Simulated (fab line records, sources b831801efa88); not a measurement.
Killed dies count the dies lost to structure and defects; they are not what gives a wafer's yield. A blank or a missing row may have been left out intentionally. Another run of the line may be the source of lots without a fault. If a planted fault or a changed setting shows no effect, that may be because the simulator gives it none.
Matching of chambers :: flow sky130 :: SKY_FIELD_ISO_ETCH_17 on rieSi-02 has 4 sister chambers
The step etches Si in HBr/Cl2/O2, target depth 342 nm, time 97.7 s. 4 wafers are shown with their chamber, then 7 later ones without.

WAFERS PAIRED WITH THEIR CHAMBERS
wafer: L251.1
chamber: 0
drypumpMotorCurrentA (A): 5.6

wafer: L251.3
chamber: 3
drypumpMotorCurrentA (A): 6.1

wafer: L254.1
chamber: 2
drypumpMotorCurrentA (A): 5.5

wafer: L254.3
chamber: 1
drypumpMotorCurrentA (A): 6.3

WAFERS WHOSE CHAMBER IS MISSING
wafer: L254.4
drypumpMotorCurrentA (A): 5.7

wafer: L256.1
drypumpMotorCurrentA (A): 6.3

wafer: L256.3
drypumpMotorCurrentA (A): 5.5

wafer: L256.5
drypumpMotorCurrentA (A): 6.2

wafer: L257.2
drypumpMotorCurrentA (A): 6.3

wafer: L257.3
drypumpMotorCurrentA (A): 5.7

wafer: L257.5
drypumpMotorCurrentA (A): 6.3

EACH ONE'S CHAMBER
wafer: L254.4
from the rows above: can't be placed: 0 or 2
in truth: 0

wafer: L256.1
from the rows above: 1
in truth: 1

wafer: L256.3
from the rows above: can't be placed: 2 or 0
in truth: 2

wafer: L256.5
from the rows above: can't be placed: 1 or 3
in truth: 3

wafer: L257.2
from the rows above: 1
in truth: 1

wafer: L257.3
from the rows above: can't be placed: 0 or 2
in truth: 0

wafer: L257.5
from the rows above: 1
in truth: 1
3 of 7 placed correctly. Unplaceable from these rows: 4, with the true chamber sitting among the candidates in 4. 0 placed wrongly.
How it was worked out, from the rows above alone: a wafer's distance from a chamber is the root of the sum, over the readings, of the square of ((its reading less the chamber's mean) divided by the reading's scatter). If the next closest chamber is less than 2 further off than the closest, the wafer can't be placed; otherwise it belongs to the closest. Each chamber's mean is taken over the wafers shown for it. The scatter: root of mean squared gap, hidden wafer to nearest shown wafer, with one shown wafer a chamber.
